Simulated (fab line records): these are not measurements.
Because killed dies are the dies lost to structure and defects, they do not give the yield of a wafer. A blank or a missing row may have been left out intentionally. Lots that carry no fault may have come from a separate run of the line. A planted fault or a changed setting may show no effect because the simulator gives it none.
Which tool was responsible? :: flow gf180mcu :: 11 lots, 33 wafers sampled, at 6 steps of a route of 602

== WHAT THE GAUGES SHOWED, per wafer ==
GF_V2_THK_MEAS_25: measures by xrf.
lot: L956
measured: day 20 01:24
on: film metro-02
V2_W_THK (nm): 341 347 344

lot: L960
measured: day 21 18:33
on: film metro-01
V2_W_THK (nm): 346 345 343

lot: L961
measured: day 22 06:07
on: film metro-04
V2_W_THK (nm): 346 354 355

lot: L963
measured: day 22 22:48
on: film metro-02
V2_W_THK (nm): 347 343 345

lot: L964
measured: day 23 07:13
on: film metro-02
V2_W_THK (nm): 342 344 344

lot: L965
measured: day 23 16:41
on: film metro-04
V2_W_THK (nm): 344 349 345

lot: L968
measured: day 24 17:07
on: film metro-01
V2_W_THK (nm): 340 340 347

lot: L975
measured: day 27 00:17
on: film metro-04
V2_W_THK (nm): 355 351 354

lot: L979
measured: day 28 02:54
on: film metro-01
V2_W_THK (nm): 333 335 328

== EACH LOT AND THE TOOL THAT RAN IT (in order: tool; ch and the chambers of the sampled wafers; start) ==
lot: L956
GF_CONTACT_ETCH_16: rie diel-02 ch 0,2, day 15 21:33
GF_CONTACT_ETCH_17: rie diel-02 ch 0,2, day 15 21:43 or earlier
GF_CONTACT_STRIP_18: plasma asher-01 ch 0,1, day 15 21:43
GF_M2_SPUTTER_01: pvd sputter-01, day 17 23:04
GF_V2_ETCH_17: rie diel-01 ch 1,2,3, day 20 01:24 or earlier

lot: L960
GF_CONTACT_ETCH_16: rie diel-04 ch 0,1,3, day 17 11:33
GF_CONTACT_ETCH_17: rie diel-04 ch 0,1,3, day 17 11:43 or earlier
GF_CONTACT_STRIP_18: plasma asher-01 ch 0,1, day 17 11:43
GF_M2_SPUTTER_01: pvd sputter-02, day 19 15:48
GF_V2_ETCH_17: rie diel-04 ch 0,1,2, day 21 18:33 or earlier

lot: L961
GF_CONTACT_ETCH_16: rie diel-04 ch 0,1,2, day 18 01:58
GF_CONTACT_ETCH_17: rie diel-04 ch 0,1,2, day 18 02:07 or earlier
GF_CONTACT_STRIP_18: plasma asher-01 ch 0, day 18 02:07
GF_M2_SPUTTER_01: pvd sputter-01, day 20 05:15
GF_V2_ETCH_17: rie diel-04 ch 1,3, day 22 06:07 or earlier

lot: L963
GF_CONTACT_ETCH_16: rie diel-04 ch 1,3, day 18 16:27
GF_CONTACT_ETCH_17: rie diel-04 ch 1,3, day 18 16:37 or earlier
GF_CONTACT_STRIP_18: plasma asher-01 ch 0,1, day 18 16:37
GF_M2_SPUTTER_01: pvd sputter-04, day 20 21:10
GF_V2_ETCH_17: rie diel-01 ch 2,3, day 22 22:48 or earlier

lot: L964
GF_CONTACT_ETCH_16: rie diel-04 ch 0,1,2, day 19 02:13
GF_CONTACT_ETCH_17: rie diel-04 ch 0,1,2, day 19 02:24 or earlier
GF_CONTACT_STRIP_18: plasma asher-01 ch 0,1, day 19 02:24
GF_M2_SPUTTER_01: pvd sputter-04, day 21 06:37
GF_V2_ETCH_17: rie diel-01 ch 0,1,2, day 23 07:13 or earlier

lot: L965
GF_CONTACT_ETCH_16: rie diel-01 ch 0,1, day 19 09:52
GF_CONTACT_ETCH_17: rie diel-01 ch 0,1, day 19 10:01 or earlier
GF_CONTACT_STRIP_18: plasma asher-01 ch 0,1, day 19 10:01
GF_M2_SPUTTER_01: pvd sputter-04, day 21 15:10
GF_V2_ETCH_17: rie diel-03 ch 2,3, day 23 16:41 or earlier

lot: L968
GF_CONTACT_ETCH_16: rie diel-01 ch 0,1, day 20 15:15
GF_CONTACT_ETCH_17: rie diel-01 ch 0,1, day 20 15:25 or earlier
GF_CONTACT_STRIP_18: plasma asher-01 ch 0,1, day 20 15:25
GF_M2_SPUTTER_01: pvd sputter-04, day 22 18:07
GF_V2_ETCH_17: rie diel-03 ch 0,1,3, day 24 17:07 or earlier

lot: L975
GF_CONTACT_ETCH_16: rie diel-01 ch 0,2,3, day 23 03:33
GF_CONTACT_ETCH_17: rie diel-01 ch 0,2,3, day 23 03:43 or earlier
GF_CONTACT_STRIP_18: plasma asher-01 ch 0,1, day 23 03:43
GF_M2_SPUTTER_01: pvd sputter-02, day 25 03:36
GF_V2_ETCH_17: rie diel-03 ch 0,2,3, day 27 00:17 or earlier

lot: L977
GF_CONTACT_ETCH_16: rie diel-01 ch 2,3, day 23 15:46
GF_CONTACT_ETCH_17: rie diel-01 ch 2,3, day 23 15:56 or earlier
GF_CONTACT_STRIP_18: plasma asher-01 ch 0,1, day 23 15:56
GF_M2_SPUTTER_01: -
GF_V2_ETCH_17: -

lot: L978
GF_CONTACT_ETCH_16: rie diel-01 ch 1,2, day 23 19:52
GF_CONTACT_ETCH_17: rie diel-01 ch 1,2, day 23 20:02 or earlier
GF_CONTACT_STRIP_18: plasma asher-04 ch 0,1, day 23 20:02
GF_M2_SPUTTER_01: -
GF_V2_ETCH_17: -

lot: L979
GF_CONTACT_ETCH_16: rie diel-01 ch 2,3, day 24 09:10
GF_CONTACT_ETCH_17: rie diel-01 ch 2,3, day 24 09:20 or earlier
GF_CONTACT_STRIP_18: plasma asher-01 ch 0,1, day 24 09:20
GF_M2_SPUTTER_01: pvd sputter-04, day 26 07:59
GF_V2_ETCH_17: rie diel-04 ch 0,1, day 28 02:54 or earlier
- GF_CONTACT_ETCH_16: etches BARC in N2/H2.
- GF_CONTACT_ETCH_17: etches SiO2 in C4F8/O2/Ar, stops on CoSi2, target depth 860 nm.
- GF_CONTACT_STRIP_18: strips in O2/N2.
- GF_M2_SPUTTER_01: material TiN, target thk 30 nm, time 25 s.
- GF_V2_ETCH_17: etches SiO2 in C4F8/O2/Ar, stops on TiN, target depth 630 nm.

== AS READ BY THE TOOLS THEMSELVES (means over the sampled wafers that have a number; for cases with no such wafer, the mark the record gives instead) ==
GF_CONTACT_ETCH_16.
lot: L956
tool: rie diel-02
bias w (W): 99.9
chamber pressure mTorr (mTorr): 29.991
drypump motor current A (A): 5.5
oes product au (a.u.): 0.857
throttle valve pct (%): 13.227

lot: L960
tool: rie diel-04
bias w (W): 99.9
chamber pressure mTorr (mTorr): 29.995
drypump motor current A (A): 5.7
oes product au (a.u.): 0.856
throttle valve pct (%): 13.224

lot: L961
tool: rie diel-04
bias w (W): 99.7
chamber pressure mTorr (mTorr): 30.006
drypump motor current A (A): 5.8
oes product au (a.u.): 0.858
throttle valve pct (%): 13.223

lot: L963
tool: rie diel-04
bias w (W): 100.0
chamber pressure mTorr (mTorr): 29.999
drypump motor current A (A): 5.7
oes product au (a.u.): 0.853
throttle valve pct (%): 13.225

lot: L964
tool: rie diel-04
bias w (W): 99.7
chamber pressure mTorr (mTorr): 29.992
drypump motor current A (A): 5.8
oes product au (a.u.): 0.856
throttle valve pct (%): 13.217

lot: L965
tool: rie diel-01
bias w (W): 100.1
chamber pressure mTorr (mTorr): 29.966
drypump motor current A (A): 5.4
oes product au (a.u.): 0.859
throttle valve pct (%): 13.218

lot: L968
tool: rie diel-01
bias w (W): 100.0
chamber pressure mTorr (mTorr): 30.007
drypump motor current A (A): 5.4
oes product au (a.u.): 0.858
throttle valve pct (%): 13.229

lot: L975
tool: rie diel-01
bias w (W): 100.2
chamber pressure mTorr (mTorr): 29.954
drypump motor current A (A): 6.1
oes product au (a.u.): 0.854
throttle valve pct (%): 13.223

lot: L977
tool: rie diel-01
bias w (W): -
chamber pressure mTorr (mTorr): -
drypump motor current A (A): -
oes product au (a.u.): -
throttle valve pct (%): -

lot: L978
tool: rie diel-01
bias w (W): -
chamber pressure mTorr (mTorr): -
drypump motor current A (A): -
oes product au (a.u.): -
throttle valve pct (%): -

lot: L979
tool: rie diel-01
bias w (W): 100.3
chamber pressure mTorr (mTorr): 29.983
drypump motor current A (A): 6.4
oes product au (a.u.): 0.860
throttle valve pct (%): 13.231

GF_CONTACT_ETCH_17.
lot: L956
tool: rie diel-02
bias w (W): 1200
chamber pressure mTorr (mTorr): 40.01
oes product au (a.u.): 0.815

lot: L960
tool: rie diel-04
bias w (W): 1201
chamber pressure mTorr (mTorr): 40.02
oes product au (a.u.): 0.807

lot: L961
tool: rie diel-04
bias w (W): 1201
chamber pressure mTorr (mTorr): 39.99
oes product au (a.u.): 0.808

lot: L963
tool: rie diel-04
bias w (W): 1199
chamber pressure mTorr (mTorr): 39.97
oes product au (a.u.): 0.814

lot: L964
tool: rie diel-04
bias w (W): 1202
chamber pressure mTorr (mTorr): 40.04
oes product au (a.u.): 0.817

lot: L965
tool: rie diel-01
bias w (W): 1199
chamber pressure mTorr (mTorr): 40.03
oes product au (a.u.): 0.814

lot: L968
tool: rie diel-01
bias w (W): 1199
chamber pressure mTorr (mTorr): 39.97
oes product au (a.u.): 0.809

lot: L975
tool: rie diel-01
bias w (W): 1204
chamber pressure mTorr (mTorr): 39.98
oes product au (a.u.): 0.812

lot: L977
tool: rie diel-01
bias w (W): 1191
chamber pressure mTorr (mTorr): 39.97
oes product au (a.u.): 0.372

lot: L978
tool: rie diel-01
bias w (W): 1204
chamber pressure mTorr (mTorr): 39.99
oes product au (a.u.): 0.375

lot: L979
tool: rie diel-01
bias w (W): 1201
chamber pressure mTorr (mTorr): 40.01
oes product au (a.u.): 0.814

GF_CONTACT_STRIP_18.
lot: L956
tool: plasma asher-01
drypump motor current A (A): 5.6
heater power w (W): 355
oes product au (a.u.): 0.580
platen temp c (C): 249.91

lot: L960
tool: plasma asher-01
drypump motor current A (A): 5.6
heater power w (W): 331
oes product au (a.u.): 0.583
platen temp c (C): 250.11

lot: L961
tool: plasma asher-01
drypump motor current A (A): 5.5
heater power w (W): 377
oes product au (a.u.): 0.576
platen temp c (C): 249.75

lot: L963
tool: plasma asher-01
drypump motor current A (A): 5.6
heater power w (W): 330
oes product au (a.u.): 0.583
platen temp c (C): 250.18

lot: L964
tool: plasma asher-01
drypump motor current A (A): 5.6
heater power w (W): 345
oes product au (a.u.): 0.582
platen temp c (C): 249.98

lot: L965
tool: plasma asher-01
drypump motor current A (A): 5.6
heater power w (W): 329
oes product au (a.u.): 0.580
platen temp c (C): 249.85

lot: L968
tool: plasma asher-01
drypump motor current A (A): 5.6
heater power w (W): 355
oes product au (a.u.): 0.574
platen temp c (C): 249.91

lot: L975
tool: plasma asher-01
drypump motor current A (A): 5.6
heater power w (W): 328
oes product au (a.u.): 0.577
platen temp c (C): 249.97

lot: L977
tool: plasma asher-01
drypump motor current A (A): 5.6
heater power w (W): 326
oes product au (a.u.): 0.600
platen temp c (C): 250.04

lot: L978
tool: plasma asher-04
drypump motor current A (A): 5.5
heater power w (W): 336
oes product au (a.u.): 0.597
platen temp c (C): 250.05

lot: L979
tool: plasma asher-01
drypump motor current A (A): 5.6
heater power w (W): 352
oes product au (a.u.): 0.577
platen temp c (C): 250.05

GF_M2_SPUTTER_01.
lot: L956
tool: pvd sputter-01
throttle valve pct (%): 29.6

lot: L960
tool: pvd sputter-02
throttle valve pct (%): 30.5

lot: L961
tool: pvd sputter-01
throttle valve pct (%): 30.4

lot: L963
tool: pvd sputter-04
throttle valve pct (%): 30.5

lot: L964
tool: pvd sputter-04
throttle valve pct (%): 30.5

lot: L965
tool: pvd sputter-04
throttle valve pct (%): 30.4

lot: L968
tool: pvd sputter-04
throttle valve pct (%): 30.9

lot: L975
tool: pvd sputter-02
throttle valve pct (%): 30.5

lot: L979
tool: pvd sputter-04
throttle valve pct (%): 31.0

GF_V2_ETCH_17.
lot: L956
tool: rie diel-01
bias w (W): 1200
chamber pressure mTorr (mTorr): 40.01
oes product au (a.u.): 0.855

lot: L960
tool: rie diel-04
bias w (W): 1199
chamber pressure mTorr (mTorr): 40.01
oes product au (a.u.): 0.857

lot: L961
tool: rie diel-04
bias w (W): 1202
chamber pressure mTorr (mTorr): 39.94
oes product au (a.u.): 0.858

lot: L963
tool: rie diel-01
bias w (W): 1200
chamber pressure mTorr (mTorr): 40.02
oes product au (a.u.): 0.853

lot: L964
tool: rie diel-01
bias w (W): 1199
chamber pressure mTorr (mTorr): 40.01
oes product au (a.u.): 0.854

lot: L965
tool: rie diel-03
bias w (W): 1199
chamber pressure mTorr (mTorr): 39.95
oes product au (a.u.): 0.852

lot: L968
tool: rie diel-03
bias w (W): 1200
chamber pressure mTorr (mTorr): 39.99
oes product au (a.u.): 0.855

lot: L975
tool: rie diel-03
bias w (W): 1202
chamber pressure mTorr (mTorr): 39.99
oes product au (a.u.): 0.855

lot: L979
tool: rie diel-04
bias w (W): 1198
chamber pressure mTorr (mTorr): 40.02
oes product au (a.u.): 0.854

== THE ANSWER, worked out from the rows above alone ==
Rule: what is usual is taken from the lots themselves. Put in order of their means at a reading, lots are off if they are a third of the lots or fewer, leave a main group of 4 or more, and stand apart from it by a gap of 3 or more times the standard deviation of the main group's means; of several such gaps the widest counts. A main group whose means are all the same, to the digits that the tables above print for the reading, isn't used. A lot without any number at a reading at which 4 lots or more have one is off too. All remaining lots with rows at the step are treated as sound. Order of review: gauges by route order, followed by the tools' own readings, for which a lot's mean as printed above is used. The first step at which some lot is off is used, and at that step the reading that is off furthest; a lot without a number counts as furthest.
Off, at GF_CONTACT_ETCH_16 on bias w: L977, L978. Without a number there: L977, L978. The main group: mean 100.0 W, standard deviation 0.19.
A tool fits if, at that step or a process step before it, it ran every lot that is off, and no sound lot after the first of them. None of those tried fits.

== WHAT THE SIMULATOR HAD INSERTED ==
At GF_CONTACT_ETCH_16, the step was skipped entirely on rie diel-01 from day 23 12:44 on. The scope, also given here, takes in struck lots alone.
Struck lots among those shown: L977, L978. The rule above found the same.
